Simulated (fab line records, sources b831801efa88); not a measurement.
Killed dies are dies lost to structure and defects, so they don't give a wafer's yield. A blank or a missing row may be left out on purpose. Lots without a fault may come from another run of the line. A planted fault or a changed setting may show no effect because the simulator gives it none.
Problem report in the 8D (eight disciplines) form, filled by code | flow sky130 | the parts of the form that need people (team, actions taken, sign-off) are left out

1. THE PROBLEM
VIA4_W_RS at SKY_VIA4_RS_MEAS_19 reads a mean of 0.4087 ohm/sq on 3 wafers of 2 lots; wafers without a fault read 0.2274 ohm/sq with a standard deviation of 0.0024. That is +76 standard deviations from the usual mean.
The step: measures by four-point-probe.
First seen on wafer L770.3, day 45 21:02, on film_metro-02. The record holds 30 wafers of 10 lots with a number at this step. Rule for "out", or "out of limits": more than 4 standard deviations from the usual mean. The other wafers with a number count as sound.

2. WHAT IT IS AND WHAT IT IS NOT
question                    | is                           | is not
which readings at this step | VIA4_W_RS                    | -
which lots                  | L770, L774                   | L762, L763, L764, L777, L778, L779, L780, L782
which wafers of those lots  | L770.3, L770.4, L774.3       | L770.2, L774.2, L774.6
read on which gauges        | film_metro-01, film_metro-02 | film_metro-03
when                        | from day 45 21:02            | up to then (10 sound wafers); but 17 sound wafers of L774, L777, L778, L779, L780, L782 came after

3. SUSPECTS, AND WHAT RULES EACH OUT
Counting: a tool at a process step up to the reading stays a suspect if it ran every lot that is out. Sound lots after the first of them don't rule it out here, since some wafers of a struck lot are sound.
- the gauge at SKY_VIA4_RS_MEAS_19: ruled out. The wafers that are out were read on 2 gauges (film_metro-01, film_metro-02).
- cvd_w-01 at SKY_VIA4_CVD_18 (deposits W, target thk 505 nm, time 152.14 s): kept. It ran every lot that is out, first L770 (day 45 20:52); its last sound lot up to then is L763 (day 44 05:52).
Left after counting: cvd_w-01 at SKY_VIA4_CVD_18.

4. THE CAUSE (what the simulator had put in)
Process parameter drift: cvd_w-01, from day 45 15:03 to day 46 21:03, at SKY_VIA4_CVD_18. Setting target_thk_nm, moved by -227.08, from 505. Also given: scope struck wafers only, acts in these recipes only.
Counting left only this tool.

5. THE CHAIN OF EFFECTS, in route order
Each row: a reading whose mean over the struck wafers that have a number lies more than 3 standard deviations from the usual. Only readings for which the record gives a usual standard deviation are gone through. hours: the time from each lot's start at the first step in this table that gives one to its start at this step, as a median over the lots. sigmas: the change in usual standard deviations.
hours | step                 | reading            | usual         | on struck wafers | change  | sigmas
0     | SKY_VIA4_RS_MEAS_19  | VIA4_W_RS          | 0.2274 ohm/sq | 0.4087           | +0.1813 | +76
0     | SKY_VIA4_THK_MEAS_20 | VIA4_W_THK         | 501 nm        | 280              | -221    | -37
0     | SKY_VIA4_CMP_21      | time_to_endpoint_s | 119 s         | 66               | -53     | -13
The process steps in it:
- SKY_VIA4_CMP_21: polishes, stops on SiO2, t overpolish 25 s, target thk 0 nm.

6. WHAT WOULD HAVE CAUGHT IT SOONER
In this record the first reading out of limits at a measuring or inspecting step was taken at day 45 21:02, 6 hours after the fault began at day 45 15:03.
Of the tool readings at SKY_VIA4_CVD_18 for which the record gives a usual standard deviation, none was out on any struck wafer, so an alarm limit of 4 standard deviations on them would not have fired.
Of the lots that are out (2), L774 began SKY_VIA4_CVD_18 on cvd_w-01 after day 45 21:02. A hold on the tool at that time would have spared it.
